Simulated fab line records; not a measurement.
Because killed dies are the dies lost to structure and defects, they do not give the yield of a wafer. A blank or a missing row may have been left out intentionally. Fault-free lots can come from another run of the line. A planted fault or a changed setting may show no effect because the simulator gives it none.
Comparing a struck lot with a sound one / flow sky130 / 42 out of 708 route steps
Sound: wafers L231.2, L231.3, L231.6. Struck: wafer L239.5. (L239.1, L239.6 of the same lot were not struck and are left out.) The cause comes at the end.
Order at every step that has rows: each side's tool, ch and its chambers, its first start. Under that, the readings that differ: sound wafers / struck wafers / difference of the means / sigmas: that difference in standard deviations of wafers without a fault.
alike: same words and numbers on both sides, and readings whose means sit less than 2 such deviations apart. not compared: any withheld reading, any reading some wafer has no value for, any bound like >300 that may hide the same value, and any number with overlapping values for which the record gives no deviation.
The two part at a step that has a row with sigmas, a row that says differs or no value, or rows on one side only. Numbers that don't overlap but have no deviation are shown without sigmas and don't part them. A reading that every wafer of one side lacks parts them only if that side has two wafers or more.

first, 2 steps without rows for these wafers: SKY_PWDE_PEB_05; SKY_PWDE_DEVELOP_06 (develop time 60 s).
SKY_PWDE_OVL_MEAS_07:
  sound on overlay-02 at day 4 10:38; struck on overlay-02 at day 6 21:23
  alike: PWDE_OVL
then, 1 step without rows for these wafers: SKY_PWDE_IMPLANT_08.
SKY_PWDE_STRIP_09: strips in O2/N2.
  sound on plasmaAsher-01 ch 0,1, day 4 10:49; struck on plasmaAsher-01 ch 1, day 6 21:34
  alike: drypumpMotorCurrentA, oesProductAu, stripTimeToEndpointS
  not compared: rfHoursCounterH
SKY_PWDE_TW_MEAS_10:
  sound on filmMetro-01 at day 4 10:55; struck on filmMetro-04 at day 6 21:40
  alike: PWDE_TW
then, 6 steps without rows for these wafers: SKY_NWELL_DEHYDRATE_03 (time 60 s); SKY_NWELL_HMDS_04 (prime time 60 s); SKY_NWELL_COAT_05 (resist thk 3000 nm); SKY_NWELL_SOFTBAKE_06; SKY_NWELL_EXPOSE_07 (exposes mask NWM, target cd 840 nm); SKY_NWELL_PEB_08.
SKY_NWELL_DEVELOP_09: develop time 60 s.
  sound on lithoTrack-02 ch 0, day 5 02:00; struck on lithoTrack-02 ch 0, day 7 17:00
SKY_NWELL_OVL_MEAS_10:
  sound on overlay-02 at day 5 03:01; struck on overlay-02 at day 7 17:46
  alike: NWELL_00_OVL
then, 3 steps without rows for these wafers: SKY_NWELL_IMPLANT_11; SKY_NWELL_IMPLANT_12; SKY_NWELL_IMPLANT_13.
SKY_NWELL_STRIP_14: strips in O2/N2.
  sound on plasmaAsher-01 ch 0,1, day 5 03:30; struck on plasmaAsher-02 ch 0, day 7 18:15
  alike: drypumpMotorCurrentA, oesProductAu, stripTimeToEndpointS
  not compared: rfHoursCounterH
SKY_NWELL_TW_MEAS_15:
  sound on filmMetro-01 at day 5 03:37; struck on filmMetro-04 at day 7 18:21
reading=NWELL_TW; sound=1824 1837 1843; struck=1808; difference=-27; sigmas=-2
then, 7 steps without rows for these wafers: SKY_NWELL_DEHYDRATE_16 (time 60 s); SKY_NWELL_HMDS_17 (prime time 60 s); SKY_NWELL_COAT_18 (resist thk 3000 nm); SKY_NWELL_SOFTBAKE_19; SKY_NWELL_EXPOSE_20 (exposes mask NWM COMPLEMENT, target cd 840 nm); SKY_NWELL_PEB_21; SKY_NWELL_DEVELOP_22 (develop time 60 s).
SKY_NWELL_OVL_MEAS_23:
  sound on overlay-01 at day 5 20:51; struck on overlay-02 at day 8 14:23
reading=NWELL_01_OVL (nm); sound=-0.5 -1.8 -0.2; struck=2.1; difference=+2.9; sigmas=+2
then, 1 step without rows for these wafers: SKY_NWELL_IMPLANT_24.
SKY_NWELL_STRIP_25: strips in O2/N2.
  sound on plasmaAsher-02 ch 0,1, day 5 21:02; struck on plasmaAsher-02 ch 1, day 8 14:35
  alike: drypumpMotorCurrentA, oesProductAu, stripTimeToEndpointS
  not compared: rfHoursCounterH
SKY_NWELL_TW_MEAS_26:
  sound on filmMetro-01 at day 5 21:08; struck on filmMetro-04 at day 8 14:41
reading=NWELL_2_TW; sound=501 501 499; struck=494; difference=-6; sigmas=-2
then, 1 step without rows for these wafers: SKY_NWELL_CLEAN_27 (cleans in SC1/SC2, time 150 s).
SKY_NWELL_RTA_28: time 30 s.
  sound on rtpAnneal-01 ch 0, day 5 21:15; struck on rtpAnneal-02 ch 0, day 8 14:47
  alike: lampPowerPct, wafer_temp_C_max
SKY_NWELL_RS_MEAS_29: a four-point-probe measurement.
  sound on filmMetro-04 at day 5 21:22; struck on filmMetro-04 at day 8 14:53
  alike: NWELL_RS
SKY_NWELL_RS_MEAS_31: a four-point-probe measurement.
  sound on filmMetro-04 at day 5 21:36; struck on filmMetro-04 at day 8 15:08
  alike: PWDE_RS
then, 7 steps without rows for these wafers: SKY_VT_ADJUST_HVTP_DEHYDRATE_00 (time 60 s); SKY_VT_ADJUST_HVTP_HMDS_01 (prime time 60 s); SKY_VT_ADJUST_HVTP_COAT_02 (resist thk 1140 nm); SKY_VT_ADJUST_HVTP_SOFTBAKE_03 (time 60 s); SKY_VT_ADJUST_HVTP_EXPOSE_04 (exposes mask HVTPM, target cd 380 nm); SKY_VT_ADJUST_HVTP_PEB_05; SKY_VT_ADJUST_HVTP_DEVELOP_06 (develop time 60 s).
-- the record jumps here: 40 days lie between the struck wafers' starts before and after (it left off in module VT_ADJUST_HVTP and takes up again in module PAD_OPEN, whose first step shown is number 708 of the route) --
SKY_PAD_OPEN_PROBE_99:
  sound on prober-01 at day 46 09:27; struck on prober-01 at day 49 00:21
reading=killedOnRim; sound=16 13 15; struck=23; difference=+8; sigmas=+2
reading=killedOpen; sound=47 45 47; struck=60; difference=+14; sigmas=+2
reading=model.etest.resNwell.widthNm (nm); sound=834.8 836 836; struck=778.9; difference=-56.7; sigmas=
reading=model.etest.resIsoPwell.widthNm (nm); sound=2646 2649 2648; struck=2697; difference=+49; sigmas=
  alike: killed_at_M0_to_M3, killed_at_M4_up, killedAtContacts, killedAtFrontEnd, killedAtOther, killedDies, killedShort

## WHERE THEY PART
First at SKY_NWELL_TW_MEAS_15; last, within this record, at SKY_PAD_OPEN_PROBE_99.

WHY: what had been put in by the simulator
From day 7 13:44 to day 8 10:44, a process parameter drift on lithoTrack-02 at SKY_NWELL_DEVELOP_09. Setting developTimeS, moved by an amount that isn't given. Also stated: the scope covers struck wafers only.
